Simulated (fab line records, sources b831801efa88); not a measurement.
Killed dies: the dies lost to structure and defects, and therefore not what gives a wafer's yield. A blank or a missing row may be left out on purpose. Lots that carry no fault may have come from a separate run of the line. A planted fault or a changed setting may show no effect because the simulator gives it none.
Struck lot and sound lot, side by side ; flow gf180mcu ; 16 steps out of a route of 602
Sound: these wafers, L930.1, L930.3, L930.4. Struck: wafer L924.4 (L924.1, L924.2, from the same lot, were not struck and are left out); the cause is given at the end.
Per side, at each step with rows, come the tool, then ch with its chambers, and then its first start. Under that, the readings that differ: sound wafers ; struck wafers ; difference of the means ; sigmas: that difference in standard deviations of wafers without a fault.
alike: a reading whose means differ by less than 2 such deviations, as well as words and numbers matching on both sides. not compared: withheld readings; readings where some wafer has no value; bounds like >300 that might hide an equal value; numbers whose values overlap and for which the record gives no deviation.
A row with sigmas, a row that says differs or no value, or rows on one side alone: a step with any of these is where the two part. Numbers that don't overlap but have no deviation are shown without sigmas and don't part them. A reading missing from all wafers of one side parts the sides only when that side holds two or more wafers.

first, 1 step without rows for these wafers: GF_STI_DEVELOP_11 (develop time 60 s).
GF_STI_CD_MEAS_12 targets a cd of 220 nm.
  sound on cdSem-02, day 5 08:37; struck on cdSem-01, day 4 00:34
  alike: cdNm
GF_STI_ETCH_13: etches the open film in CHF3/O2, stops on Si, target depth 282.31 nm, time 112.9 s.
  sound on rieDiel-03 ch 0,1,2, day 5 08:44; struck on rieDiel-02 ch 0, day 4 00:41
  alike: drypumpMotorCurrentA, oesProductAu, throttleValvePct
  not compared: rfHoursCounterH
GF_STI_ETCH_14: etches Si in HBr/Cl2/O2, target depth 360 nm, time 102.9 s.
  sound on rieSi-01 ch 0,2,3, day 5 08:49; struck on rieSi-02 ch 1, day 4 00:46
reading;sound;struck;difference;sigmas
oesProductAu (a.u.);0.999 0.994 0.993;1.015;+0.020;+2
rfHoursCounterH (h);125 1 34;137;+84;
  alike: drypumpMotorCurrentA, throttleValvePct
GF_STI_STRIP_15: strips in O2/N2.
  sound on plasmaAsher-03 ch 0,1, day 5 08:53; struck on plasmaAsher-04 ch 1, day 4 00:50
  alike: drypumpMotorCurrentA, heaterPowerW, oesProductAu, stripTimeToEndpointS
  not compared: rfHoursCounterH
then, 6 steps without rows for these wafers: GF_STI_CLEAN_16 (cleans in dHF, time 25 s); GF_STI_WET_ETCH_17 (etches Si3N4 in H3PO4, target depth 45 nm, time 514 s); GF_STI_CLEAN_18 (cleans in SC1/SC2, time 150 s); GF_STI_CLEAN_19 (cleans in dHF, time 20 s); GF_STI_WET_ETCH_20 (etches SiO2 in dHF, target depth 20 nm, time 400 s); GF_STI_OXIDATION_21 (stabilise 600 s, purge 300 s, target thk 15 nm).
GF_STI_THK_MEAS_22:
  sound on filmMetro-01, day 5 12:16; struck on filmMetro-01, day 4 02:43
  alike: STI_OXIDATION_01_THK
GF_STI_CVD_23: deposits SiO2, target thk 650 nm, time 108.3 s.
  sound on hdpcvd-02 ch 1,2, day 5 12:20; struck on hdpcvd-01 ch 1, day 4 02:47
reading;sound;struck;difference;sigmas
model.SiO2_of_STI_CVD_23.thkNm (nm);666.3 658.6 662;613.9;-48.4;
  alike: sih4FlowSccm
GF_STI_THK_MEAS_24:
  sound on filmMetro-01, day 5 12:25; struck on filmMetro-02, day 4 02:52
reading;sound;struck;difference;sigmas
STI_CVD_23_THK (nm);666 659 662;614;-48;-9
GF_STI_CMP_25: polishes, stops on Si3N4, t overpolish 33 s, target thk 524.6 nm.
  sound on cmp-02 ch 0,1,3, day 5 12:28; struck on cmp-02 ch 1, day 4 02:55
  alike: motorCurrentA, platenRpm, retainingRingPressureFrac
GF_PASSIVATION_PROBE_99:
  sound wafers here have rows in the record (prober-01, day 33 15:25); struck ones have none

## WHERE THEY PART
First at GF_STI_ETCH_14; last, within this record, at GF_PASSIVATION_PROBE_99.

WHY: the cause the simulator had injected
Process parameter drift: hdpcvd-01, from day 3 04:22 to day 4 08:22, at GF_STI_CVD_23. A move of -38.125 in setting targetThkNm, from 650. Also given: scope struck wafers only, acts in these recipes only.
